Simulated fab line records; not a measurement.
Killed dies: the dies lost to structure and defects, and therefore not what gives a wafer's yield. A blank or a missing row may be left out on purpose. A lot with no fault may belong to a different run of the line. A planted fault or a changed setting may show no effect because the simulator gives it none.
Check for tools in common || flow gf180mcu || Sample size 13 lots and 39 wafers

WHY IT WAS OPENED
Of 13 lots, 1 have the reading MVPSD_TW flagged at GF_MVPSD_TW_MEAS_11. No-fault wafers: 560, standard deviation 3.4.
Rule: a lot is flagged when every wafer of it that has a number lies more than 4 standard deviations from that mean, or none has a number. As for the other lots, they are considered sound.

{"lot": "L811", "measured": "day 5 18:17", "on": "film-metro-03", "MVPSD_TW, wafer by wafer": "557 564 558", "flag": ""}
{"lot": "L812", "measured": "day 5 21:22", "on": "film-metro-02", "MVPSD_TW, wafer by wafer": "562 561 562", "flag": ""}
{"lot": "L814", "measured": "day 6 22:05", "on": "film-metro-02", "MVPSD_TW, wafer by wafer": "564 562 561", "flag": ""}
{"lot": "L815", "measured": "day 6 22:45", "on": "film-metro-03", "MVPSD_TW, wafer by wafer": "556 562 560", "flag": ""}
{"lot": "L816", "measured": "day 7 02:17", "on": "film-metro-03", "MVPSD_TW, wafer by wafer": "562 564 563", "flag": ""}
{"lot": "L818", "measured": "day 7 17:17", "on": "film-metro-03", "MVPSD_TW, wafer by wafer": "557 560 560", "flag": ""}
{"lot": "L819", "measured": "day 7 20:44", "on": "film-metro-03", "MVPSD_TW, wafer by wafer": "561 558 560", "flag": ""}
{"lot": "L820", "measured": "day 7 23:32", "on": "film-metro-02", "MVPSD_TW, wafer by wafer": "532 530 530", "flag": "FLAGGED"}
{"lot": "L821", "measured": "day 8 07:12", "on": "film-metro-01", "MVPSD_TW, wafer by wafer": "554 556 555", "flag": ""}
{"lot": "L824", "measured": "day 9 02:23", "on": "film-metro-02", "MVPSD_TW, wafer by wafer": "561 563 563", "flag": ""}
{"lot": "L828", "measured": "day 10 01:21", "on": "film-metro-02", "MVPSD_TW, wafer by wafer": "564 562 562", "flag": ""}
{"lot": "L830", "measured": "day 10 11:12", "on": "film-metro-01", "MVPSD_TW, wafer by wafer": "555 557 553", "flag": ""}
{"lot": "L831", "measured": "day 10 22:12", "on": "film-metro-02", "MVPSD_TW, wafer by wafer": "562 560 560", "flag": ""}
The mean of the flagged lots' numbers is 531, -29 from the usual (-9 standard deviations).

WHICH TOOL EACH LOT WENT THROUGH
The record holds 2 process steps before the reading, out of a route of 602 steps. Every cell lists first the tool, next ch and the chambers used by the sampled wafers, and last the start.
{"lot": "L811", "flag": "", "GF_MVSD_STRIP_10": "plasma-asher-03 ch 0,1, day 5 03:40", "GF_MVPSD_STRIP_10": "plasma-asher-01 ch 0,1, day 5 18:11"}
{"lot": "L812", "flag": "", "GF_MVSD_STRIP_10": "plasma-asher-03 ch 0,1, day 5 07:22", "GF_MVPSD_STRIP_10": "plasma-asher-04 ch 0,1, day 5 21:16"}
{"lot": "L814", "flag": "", "GF_MVSD_STRIP_10": "plasma-asher-02 ch 0,1, day 6 06:55", "GF_MVPSD_STRIP_10": "plasma-asher-02 ch 0, day 6 21:59"}
{"lot": "L815", "flag": "", "GF_MVSD_STRIP_10": "plasma-asher-01 ch 0,1, day 6 07:19", "GF_MVPSD_STRIP_10": "plasma-asher-02 ch 0,1, day 6 22:40"}
{"lot": "L816", "flag": "", "GF_MVSD_STRIP_10": "plasma-asher-02 ch 0,1, day 6 10:20", "GF_MVPSD_STRIP_10": "plasma-asher-02 ch 0,1, day 7 02:11"}
{"lot": "L818", "flag": "", "GF_MVSD_STRIP_10": "plasma-asher-02 ch 0,1, day 7 01:14", "GF_MVPSD_STRIP_10": "plasma-asher-02 ch 0,1, day 7 17:11"}
{"lot": "L819", "flag": "", "GF_MVSD_STRIP_10": "plasma-asher-01 ch 0,1, day 7 04:41", "GF_MVPSD_STRIP_10": "plasma-asher-02 ch 0,1, day 7 20:38"}
{"lot": "L820", "flag": "FLAGGED", "GF_MVSD_STRIP_10": "plasma-asher-01 ch 0,1, day 7 07:20", "GF_MVPSD_STRIP_10": "plasma-asher-01 ch 0,1, day 7 23:26"}
{"lot": "L821", "flag": "", "GF_MVSD_STRIP_10": "plasma-asher-02 ch 0, day 7 14:05", "GF_MVPSD_STRIP_10": "plasma-asher-02 ch 1, day 8 07:05"}
{"lot": "L824", "flag": "", "GF_MVSD_STRIP_10": "plasma-asher-02 ch 0,1, day 8 09:06", "GF_MVPSD_STRIP_10": "plasma-asher-02 ch 0,1, day 9 02:17"}
{"lot": "L828", "flag": "", "GF_MVSD_STRIP_10": "plasma-asher-02 ch 0,1, day 9 07:49", "GF_MVPSD_STRIP_10": "plasma-asher-01 ch 0,1, day 10 01:16"}
{"lot": "L830", "flag": "", "GF_MVSD_STRIP_10": "plasma-asher-02 ch 0,1, day 9 17:33", "GF_MVPSD_STRIP_10": "plasma-asher-04 ch 0,1, day 10 11:05"}
{"lot": "L831", "flag": "", "GF_MVSD_STRIP_10": "plasma-asher-02 ch 0,1, day 10 03:17", "GF_MVPSD_STRIP_10": "plasma-asher-01 ch 0,1, day 10 22:07"}
What is done by these steps:
- GF_MVSD_STRIP_10: strips in O2/N2.
- GF_MVPSD_STRIP_10: strips in O2/N2.
- GF_MVPSD_TW_MEAS_11

FLAGGED AGAINST TOTAL, ONE TOOL AT A TIME (gauges that did the reading follow at the end)
{"step": "GF_MVSD_STRIP_10", "tool": "plasma-asher-01", "lots run": 3, "flagged": 1, "share of the flagged lots": "all", "sound lots run after its first flagged lot": 0}
{"step": "GF_MVSD_STRIP_10", "tool": "plasma-asher-02", "lots run": 8, "flagged": 0, "share of the flagged lots": "none", "sound lots run after its first flagged lot": "-"}
{"step": "GF_MVSD_STRIP_10", "tool": "plasma-asher-03", "lots run": 2, "flagged": 0, "share of the flagged lots": "none", "sound lots run after its first flagged lot": "-"}
{"step": "GF_MVPSD_STRIP_10", "tool": "plasma-asher-01", "lots run": 4, "flagged": 1, "share of the flagged lots": "all", "sound lots run after its first flagged lot": "2 (L828,L831)"}
{"step": "GF_MVPSD_STRIP_10", "tool": "plasma-asher-02", "lots run": 7, "flagged": 0, "share of the flagged lots": "none", "sound lots run after its first flagged lot": "-"}
{"step": "GF_MVPSD_STRIP_10", "tool": "plasma-asher-04", "lots run": 2, "flagged": 0, "share of the flagged lots": "none", "sound lots run after its first flagged lot": "-"}
{"step": "GF_MVPSD_TW_MEAS_11", "tool": "film-metro-01", "lots run": 2, "flagged": 0, "share of the flagged lots": "none", "sound lots run after its first flagged lot": "-"}
{"step": "GF_MVPSD_TW_MEAS_11", "tool": "film-metro-02", "lots run": 6, "flagged": 1, "share of the flagged lots": "all", "sound lots run after its first flagged lot": "3 (L824,L828,L831)"}
{"step": "GF_MVPSD_TW_MEAS_11", "tool": "film-metro-03", "lots run": 5, "flagged": 0, "share of the flagged lots": "none", "sound lots run after its first flagged lot": "-"}

WHAT THE TABLE PERMITS
plasma-asher-01 at GF_MVSD_STRIP_10, plasma-asher-01 at GF_MVPSD_STRIP_10 and film-metro-02 at GF_MVPSD_TW_MEAS_11: these 3 rows of the table ran every flagged lot.
- plasma-asher-01 at GF_MVSD_STRIP_10: 1 of its 3 lots flagged. A fault beginning between L819 (day 7 04:41), its last sound lot, and L820 (day 7 07:20), its first flagged one, fits the data. Its own readings (oes-product-au) fall more than 4 standard deviations out on all wafers of the flagged lots.
- plasma-asher-01 at GF_MVPSD_STRIP_10: 1 of its 4 lots flagged. After the first flagged lot (L828, L831), sound lots still ran on it; a lasting fault on the whole tool would not permit that. Its own readings (strip-time-to-endpoint-s) fall more than 4 standard deviations out on all wafers of the flagged lots.
- film-metro-02 at GF_MVPSD_TW_MEAS_11: 1 of its 6 lots flagged. After the first flagged lot (L824, L828, L831), sound lots still ran on it; a lasting fault on the whole tool would not permit that.
plasma-asher-01 at GF_MVSD_STRIP_10 is the single tool remaining.

WHAT HAD BEEN PUT IN BY THE SIMULATOR
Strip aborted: plasma-asher-01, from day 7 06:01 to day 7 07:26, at GF_MVSD_STRIP_10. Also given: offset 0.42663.
Struck lots among those shown: L820. The same result came from the rule above.
